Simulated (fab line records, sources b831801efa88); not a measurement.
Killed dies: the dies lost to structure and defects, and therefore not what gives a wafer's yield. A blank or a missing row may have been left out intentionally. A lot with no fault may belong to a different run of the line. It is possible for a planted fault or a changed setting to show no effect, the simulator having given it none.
fab line records	flow sky130
record: lots: 6	wafers: 18	lastDay: 50
route steps=708 shown CAPM@539 PAD_OPEN@708
lots with no fault: from the same line, run without faults
startH: hours from the record's opening day to when the first of the lot's shown wafers began	waitH: how many hours have passed since the lot's step before this one	" identical to the entry in the row above	L1.1+2: a row that stands for several wafers	- value missing, or start not given	* or withheld: withheld	< > ~ a bound
route shown NAME@n: NAME is a module with steps in the file, n the number in the route of the first one	usual: mean/standard deviation taken from wafers without a fault	same: alike in all rows	chamber/n: place in a boat	sites: the reading at each site	_std_site: how widely they spread, as a standard deviation	_edge_site: inner sites' mean taken away from outer sites' mean	radiusMm: how far each site lies from the wafer's centre	mask NAME#n: copy n	behind: the last tool/chamber to shape the wafer	hold: reason for holding the lot/hours on hold/outcome of the hold	device: transistor that didn't switch, given as n, p or np	end of line: the tests these same wafers got at the end of their route	where a step has no rows: the recipe by itself	killed: at the first sort, the dies lost to defects and structure; wafer yield is something else	map: shows each die of a wafer: x if killed, . if not, _ if none is there
set.NAME: setting as actually run; set.NAME@STEP: the setting as run at that earlier step	model.NAME: the simulator's own value behind a step, which no gauge read
lots at selected steps of the route; one table per step, one row per wafer
services: a tool's chamber out of use, with start hour (startH, from the record's first day; less than 0 if before it), hours out, and reason
== steps ==
step: SKY_CAPM_SPUTTER_02
recipe: material: TiN	targetThkNm: 200	tempC: 300	powerW: 6500	timeS: 166.7	chamberPressurePa: 0.4
usual: throttleValvePct: 30.2/1
lot.wafer	tool	chamber	startH	waitH	throttleValvePct
L731.1	pvdSputter-03	-	880.33	0.1	31.0
L731.3	"	-	"	"	30.4
L731.4	"	-	"	"	31.1
L738.2	pvdSputter-04	-	913.14	0.0	30.3
L738.3	"	-	"	"	29.5
L738.5	"	-	"	"	28.9
L739.1	pvdSputter-03	-	941.63	0.1	31.2
L739.2	"	-	"	"	30.2
L739.3	"	-	"	"	31.0
L741.1	pvdSputter-03	-	963.61	0.1	31.1
L741.3	"	-	"	"	30.1
L741.4	"	-	"	"	29.7
L746.2	pvdSputter-04	-	999.27	0.0	29.8
L746.3	"	-	"	"	29.5
L746.6	"	-	"	"	29.6
L749.1	pvdSputter-04	-	1007.89	0.1	29.7
L749.3	"	-	"	"	30.7
L749.5	"	-	"	"	29.5
step: SKY_CAPM_RS_MEAS_03
recipe: thkMeasGauge: four-point-probe	reads: TiN_of_CAPM_SPUTTER_02
usual: CAPM_TIN_RS: 6.91/0.063
lot.wafer	tool	chamber	startH	waitH	CAPM_TIN_RS[ohm/sq]
L731.1	filmMetro-03	-	880.44	0.1	6.92
L731.3	"	-	"	"	6.87
L731.4	"	-	"	"	6.91
L738.2	filmMetro-02	-	913.26	0.1	6.85
L738.3	"	-	"	"	6.88
L738.5	"	-	"	"	6.85
L739.1	filmMetro-04	-	941.74	0.1	6.91
L739.2	"	-	"	"	6.81
L739.3	"	-	"	"	6.90
L741.1	filmMetro-02	-	963.72	0.1	6.85
L741.3	"	-	"	"	6.83
L741.4	"	-	"	"	6.81
L746.2	filmMetro-04	-	999.40	0.1	6.87
L746.3	"	-	"	"	6.88
L746.6	"	-	"	"	6.84
L749.1	filmMetro-02	-	1008.00	0.1	6.98
L749.3	"	-	"	"	6.98
L749.5	"	-	"	"	6.96
step: SKY_CAPM_THK_MEAS_04
recipe: thkMeasGauge: xrf	reads: TiN_of_CAPM_SPUTTER_02
usual: CAPM_TIN_THK: 203.1/2
lot.wafer	tool	chamber	startH	waitH	CAPM_TIN_THK[nm]
L731.1	filmMetro-03	-	880.56	0.1	205.2
L731.3	"	-	"	"	205.3
L731.4	"	-	"	"	204.9
L738.2	filmMetro-02	-	913.37	0.1	205.9
L738.3	"	-	"	"	204.0
L738.5	"	-	"	"	204.9
L739.1	filmMetro-04	-	941.86	0.1	204.2
L739.2	"	-	"	"	206.3
L739.3	"	-	"	"	203.5
L741.1	filmMetro-02	-	963.84	0.1	205.3
L741.3	"	-	"	"	205.2
L741.4	"	-	"	"	206.1
L746.2	filmMetro-04	-	999.51	0.1	202.0
L746.3	"	-	"	"	202.4
L746.6	"	-	"	"	204.3
L749.1	filmMetro-02	-	1008.12	0.1	202.9
L749.3	"	-	"	"	202.6
L749.5	"	-	"	"	202.8
step: SKY_CAPM_DEHYDRATE_05
recipe: tempC: 200	timeS: 60
step: SKY_CAPM_HMDS_06
recipe: primeTimeS: 60	primeTempC: 120
step: SKY_CAPM_COAT_07
recipe: resist: NOVOLAK	spinRpm: 3000	resistThkNm: 1140
step: SKY_CAPM_SOFTBAKE_08
recipe: tempC: 90	timeS: 60	resist: NOVOLAK
step: SKY_CAPM_EXPOSE_09
recipe: maskId: CAPM	na: 0.6	sourceShape: conventional	sigmaOuter: 0.6	polarization: unpolarized	targetCdNm: 1000	doseMj: 159
step: SKY_CAPM_PEB_10
recipe: tempC: withheld	timeS: *	resist: NOVOLAK
step: SKY_CAPM_DEVELOP_11
recipe: resist: NOVOLAK	developer: TMAH	developTimeS: 60	devTempC: 23
step: SKY_CAPM_OVL_MEAS_12
usual: CAPM_OVL: 1.0/1.3
lot.wafer	tool	chamber	startH	waitH	CAPM_OVL[nm]
L731.1	overlay-02	-	905.57	0.1	2.3
L731.3	"	-	"	"	0.8
L731.4	"	-	"	"	2.3
L738.2	overlay-01	-	938.14	0.1	1.7
L738.3	"	-	"	"	0.3
L738.5	"	-	"	"	0.2
L739.1	overlay-02	-	966.08	0.1	0.7
L739.2	"	-	"	"	0.3
L739.3	"	-	"	"	0.8
L741.1	overlay-01	-	986.47	0.1	1.9
L741.3	"	-	"	"	-0.2
L741.4	"	-	"	"	-0.2
L746.2	overlay-02	-	1022.38	0.1	1.4
L746.3	"	-	"	"	1.1
L746.6	"	-	"	"	1.2
L749.1	overlay-01	-	1031.02	0.1	1.3
L749.3	"	-	"	"	2.9
L749.5	"	-	"	"	1.9
step: SKY_CAPM_METAL_ETCH_13
recipe: targetDepthNm: 220	stopOn: SiO2	chemistry: Cl2/BCl3	target: TiN	pressureMtorr: 10	icpW: 900	biasW: 48.5	Cl2_flow_sccm: 60	bcl3FlowSccm: 30	timeS: 62.9
usual: drypumpMotorCurrentA: 5.7/0.31	mfcCl2Sccm: 60.05/0.16	oesProductAu: 0.941/0.0067	throttleValvePct: 21.901/0.0094
lot.wafer	tool	chamber	startH	waitH	drypumpMotorCurrentA	mfcCl2Sccm	oesProductAu	rfHoursCounterH	throttleValvePct
L731.1	rieMetal-04	1	905.61	0.0	6.0	60.12	0.937	6	21.891
L731.3	"	0	"	"	5.3	60.13	0.950	-	21.905
L731.4	"	1	"	"	6.0	60.03	0.941	-	21.884
L738.2	rieMetal-03	1	938.17	0.0	6.0	59.77	0.942	8	21.888
L738.3	"	1	"	"	6.0	59.92	0.948	-	21.907
L738.5	"	1	"	"	6.0	59.76	0.945	-	21.893
L739.1	rieMetal-01	1	966.12	0.0	5.7	59.96	0.943	4	21.908
L739.2	"	0	"	"	5.8	59.97	0.942	14	21.888
L739.3	"	1	"	"	5.7	60.16	0.944	-	21.903
L741.1	rieMetal-01	1	986.51	0.0	5.7	60.32	0.942	4	21.917
L741.3	"	0	"	"	5.9	59.87	0.954	-	21.886
L741.4	"	1	"	"	5.7	60.32	0.938	-	21.906
L746.2	rieMetal-04	0	1022.41	0.0	5.3	60.32	0.950	17	21.910
L746.3	"	0	"	"	5.3	59.75	0.942	-	21.914
L746.6	"	1	"	"	6.1	60.03	0.946	-	21.915
L749.1	rieMetal-01	0	1031.06	0.0	5.9	60.01	0.943	17	21.891
L749.3	"	1	"	"	5.7	60.05	0.943	-	21.894
L749.5	"	1	"	"	5.7	60.01	0.937	-	21.898
step: SKY_CAPM_STRIP_14
recipe: chemistry: O2/N2	powerW: 1400	pressureMtorr: 1500	platenTempC: withheld	o2FlowSccm: 3000	n2FlowSccm: 300	overashFraction: 0.5
usual: drypumpMotorCurrentA: 5.7/0.62	o2FlowSccm: 3000/8.6	oesProductAu: 0.710/0.005	stripTimeToEndpointS: 12.65/0.05
same: overashFraction: 0.5
lot.wafer	tool	chamber	startH	waitH	drypumpMotorCurrentA	o2FlowSccm	oesProductAu	rfHoursCounterH	stripTimeToEndpointS
L731.1	plasmaAsher-02	1	905.69	0.1	5.3	3006	0.710	44	12.68
L731.3	"	1	"	"	5.3	3015	0.711	-	12.71
L731.4	"	0	"	"	6.7	3006	0.719	-	12.76
L738.2	plasmaAsher-03	1	938.24	0.1	5.9	3001	0.706	84	12.58
L738.3	"	1	"	"	5.9	3005	0.710	-	12.63
L738.5	"	0	"	"	5.0	2998	0.713	-	12.67
L739.1	plasmaAsher-02	1	966.20	0.1	5.3	2416	0.700	50	12.76
L739.2	"	0	"	"	6.7	2395	0.707	50	12.78
L739.3	"	0	"	"	6.7	2393	0.708	-	12.82
L741.1	plasmaAsher-02	0	986.59	0.1	6.8	2404	0.712	52	12.75
L741.3	"	1	"	"	5.3	2381	0.701	-	12.72
L741.4	"	0	"	"	6.7	2409	0.702	-	12.76
L746.2	plasmaAsher-03	1	1022.48	0.1	5.9	3000	0.703	92	12.67
L746.3	"	0	"	"	5.1	3004	0.709	-	12.72
L746.6	"	0	"	"	5.0	3009	0.708	-	12.73
L749.1	plasmaAsher-03	1	1031.13	0.1	5.9	2999	0.715	93	12.70
L749.3	"	0	"	"	5.0	3002	0.708	-	12.72
L749.5	"	0	"	"	5.0	3011	0.711	-	12.74
step: SKY_CAPM_STRIP_15
recipe: chemistry: postEtchResidueRemover	timeS: 1200	tempC: 72.5
step: SKY_PAD_OPEN_PROBE_99
usual: defectLimitedYield: 82.6/1.9	killed_at_M0_to_M3: 43/7.2	killed_at_M4_up: 3.5/2	killedAtContacts: 24/5.2	killedAtFrontEnd: 15/4.4	killedAtOther: 0.2/0.48	killedDies: 85/9.4	killedOpen: 46/7.3	killedShort: 39/6.1	sort_bin_3_pad_short: 0.8/0.37	sort_bin_5_function: 10.2/1.4	sort_bin_6_memory: 6.3/1.1	sortNPass: 407/9.4	sortYieldPct: 82.6/1.9
same: grossDies: 492	killedAtBackSide: 0	sort_bin_4_leakage[%]: 0	sort_bin_8_speed[%]: 0
lot.wafer	tool	chamber	startH	waitH	defectLimitedYield[%]	killed_at_M0_to_M3	killed_at_M4_up	killedAtContacts	killedAtFrontEnd	killedAtOther	killedDies	killedOpen	killedShort	sort_bin_3_pad_short[%]	sort_bin_5_function[%]	sort_bin_6_memory[%]	sortNPass	sortYieldPct[%]
L731.1	prober-02	-	1102.22	0.1	83.5	43	3	17	18	0	81	44	37	0.2	9.1	7.1	411	83.5
L731.3	prober-02	-	1102.32	0.2	85.6	33	5	26	7	0	71	43	28	1.2	6.3	6.9	421	85.6
L731.4	prober-02	-	1102.37	0.2	81.1	53	2	26	12	0	93	52	41	0.6	12.2	6.1	399	81.1
L741.1	prober-01	-	1163.19	0.1	79.3	60	6	22	14	0	102	60	42	1.0	11.2	8.5	390	79.3
L741.3	prober-01	-	1163.29	0.2	81.3	50	3	21	17	1	92	59	33	0.6	11.6	6.5	400	81.3
L741.4	prober-01	-	1163.34	0.2	84.6	41	7	18	10	0	76	33	42	0.2	7.9	7.3	416	84.6
L746.2	prober-02	-	1187.79	0.1	81.9	39	1	30	19	0	89	48	41	1.2	10.8	6.1	403	81.9
L746.3	prober-02	-	1187.84	0.2	82.5	39	3	22	21	1	86	41	41	0.8	11.0	5.7	406	82.5
L746.6	prober-02	-	1187.99	0.2	82.7	50	2	19	14	0	85	37	48	0.6	9.3	7.3	407	82.7
killed by level:class
L731.1 FIELD_ISO:geometricParticle:open=9 VIA3:geometricParticle:open=9 CONTACT:geometricParticle:open=7 VIA3:geometricParticle:short=7 METAL1:geometricParticle:short=6 VIA1:geometricParticle:open=6 LI_CONTACT:geometricParticle:open=5 VIA2:geometricParticle:open=4
L731.3 VIA1:geometricParticle:open=10 CONTACT:geometricParticle:open=9 LI_CONTACT:geometricParticle:open=6 CONTACT:geometricParticle:short=5 VIA1:geometricParticle:short=5 LI_CONTACT:geometricParticle:short=4 VIA3:geometricParticle:open=4 VIA2:geometricParticle:open=4
L731.4 VIA3:geometricParticle:open=10 VIA1:geometricParticle:open=10 CONTACT:geometricParticle:open=9 METAL1:geometricParticle:short=8 LI_CONTACT:geometricParticle:open=8 LOCAL_INTERCONNECT:geometricParticle:short=6 VIA2:geometricParticle:open=6 METAL3:geometricParticle:short=5
L741.1 VIA1:geometricParticle:open=17 METAL2:geometricParticle:short=11 CONTACT:geometricParticle:open=10 VIA2:geometricParticle:open=8 VIA3:geometricParticle:open=8 METAL1:geometricParticle:short=6 LI_CONTACT:geometricParticle:open=5 VIA1:geometricParticle:short=5
L741.3 VIA3:geometricParticle:open=13 VIA1:geometricParticle:open=13 CONTACT:geometricParticle:open=7 CONTACT:geometricParticle:short=6 LI_CONTACT:geometricParticle:open=5 VIA2:geometricParticle:open=5 FIELD_ISO:geometricParticle:short=4 METAL2:geometricParticle:open=4
L741.4 VIA1:geometricParticle:open=9 METAL1:geometricParticle:short=7 LI_CONTACT:geometricParticle:open=6 METAL2:geometricParticle:short=6 METAL4:geometricParticle:short=5 LOCAL_INTERCONNECT:geometricParticle:short=4 VIA2:geometricParticle:open=4 VIA3:geometricParticle:open=4
L746.2 CONTACT:geometricParticle:open=15 VIA1:geometricParticle:open=8 METAL1:geometricParticle:short=8 METAL2:geometricParticle:short=8 POLY_GATE:geometricParticle:short=7 VIA3:geometricParticle:open=7 LI_CONTACT:geometricParticle:open=6 POLY_GATE:geometricParticle:open=4
L746.3 VIA1:geometricParticle:open=9 METAL2:geometricParticle:short=9 CONTACT:geometricParticle:open=7 VIA3:geometricParticle:open=6 FIELD_ISO:geometricParticle:short=5 LI_CONTACT:geometricParticle:open=5 VIA1:geometricParticle:short=5 POLY_GATE:geometricParticle:open=4
L746.6 VIA1:geometricParticle:open=12 CONTACT:geometricParticle:open=8 METAL2:geometricParticle:short=8 METAL1:geometricParticle:short=6 VIA1:geometricParticle:short=6 VIA3:geometricParticle:open=6 METAL3:geometricParticle:short=5 FIELD_ISO:geometricParticle:short=4
== services ==
tool	chamber	startH	hours	kind
pvdSputter-04	-	886.72	13.6	repair
pvdSputter-03	-	894.37	1.4	repair
pvdSputter-03	-	895.22	1.1	repair
rieMetal-03	-	945.62	1.4	pm
rieMetal-03	-	947.72	14.6	pm
pvdSputter-04	-	961.59	1.0	repair
== key ==
firstSign: step: SKY_CAPM_STRIP_14	reading: o2FlowSccm	direction: down	sigmas: 70	usual: 3000	struck: 2400
effect: step: SKY_CAPM_STRIP_14	reading: stripTimeToEndpointS	direction: up	sigmas: 2.3	usual: *	struck: *
metAt SKY_CAPM_STRIP_14
struckWafers L739.1,L739.2,L739.3,L741.1,L741.3,L741.4
onsetBetween 905.69 966.20
fault: kind: processParameterDrift	tool: plasmaAsher-02	chamber: -	onsetH: 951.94	steps: SKY_CAPM_STRIP_14	channel: o2FlowSccm	offset: -600	shape: step	endH: 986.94	actsIn: theseRecipesOnly	stated: 3000
